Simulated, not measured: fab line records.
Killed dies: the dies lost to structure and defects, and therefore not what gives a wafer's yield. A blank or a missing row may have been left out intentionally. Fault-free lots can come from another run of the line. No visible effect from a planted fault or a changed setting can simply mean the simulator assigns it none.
Matching of chambers | flow gf180mcu | GF_V4_CVD_00 on hdpcvd-01 has 3 sister chambers
The step deposits SiO2, target thk 600 nm, time 100 s. 14 wafers are shown with their chamber, then 7 later ones without.

== WAFERS WITH THEIR CHAMBER ==
wafer  | chamber | run-length-s (s) | pressure-mtorr (mTorr)
L320.1 | 1       | 127.3            | 6.015
L320.3 | 2       | 127.8            | 5.996
L320.6 | 2       | 127.7            | 5.993
L323.1 | 1       | 126.8            | 6.000
L323.2 | 0       | 128.1            | 6.010
L323.6 | 0       | 128.6            | 6.008
L333.1 | 0       | 128.0            | 5.979
L333.2 | 2       | 128.0            | 5.996
L333.6 | 2       | 127.6            | 5.991
L335.1 | 2       | 127.4            | 5.990
L335.2 | 0       | 128.1            | 6.011
L335.6 | 1       | 127.1            | 5.983
L334.1 | 2       | 128.6            | 5.985
L334.2 | 1       | 126.9            | 6.013

SIGNATURES (means of the wafers above)
reading        | chamber 0 | chamber 1 | chamber 2 | scatter within a chamber
run-length-s   | 128.200   | 127.025   | 127.850   | 0.336
pressure-mtorr | 6.00200   | 6.00275   | 5.99183   | 0.0115
Rule: a wafer lies at a distance from a chamber equal to the root of the sum of squares, over the readings, of (its reading less the chamber's mean, divided by the reading's scatter). If the next closest chamber is less than 2 further off than the closest, the wafer can't be placed; otherwise it belongs to the closest. The scatter: take each reading less its chamber's mean, square it, sum over the shown wafers, divide by the number of wafers less the number of chambers, and take the root.

== WAFERS WHOSE CHAMBER IS MISSING ==
wafer  | run-length-s (s) | pressure-mtorr (mTorr)
L334.6 | 127.7            | 5.971
L336.1 | 128.1            | 6.003
L336.3 | 127.8            | 5.997
L336.4 | 127.7            | 5.980
L339.1 | 127.5            | 6.004
L339.4 | 127.7            | 6.002
L339.6 | 126.8            | 6.009

== WHICH CHAMBER EACH WENT THROUGH ==
wafer  | from the rows above          | in truth
L334.6 | can't be placed: 2 or 0 or 1 | 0
L336.1 | can't be placed: 0 or 2      | 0
L336.3 | can't be placed: 2 or 0 or 1 | 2
L336.4 | can't be placed: 2 or 0 or 1 | 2
L339.1 | can't be placed: 1 or 2 or 0 | 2
L339.4 | can't be placed: 2 or 0 or 1 | 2
L339.6 | 1                            | 1
1 of 7 placed correctly. Cannot be placed on the basis of these rows: 6; the candidates contain the true chamber in 6. Number placed wrongly: 0.
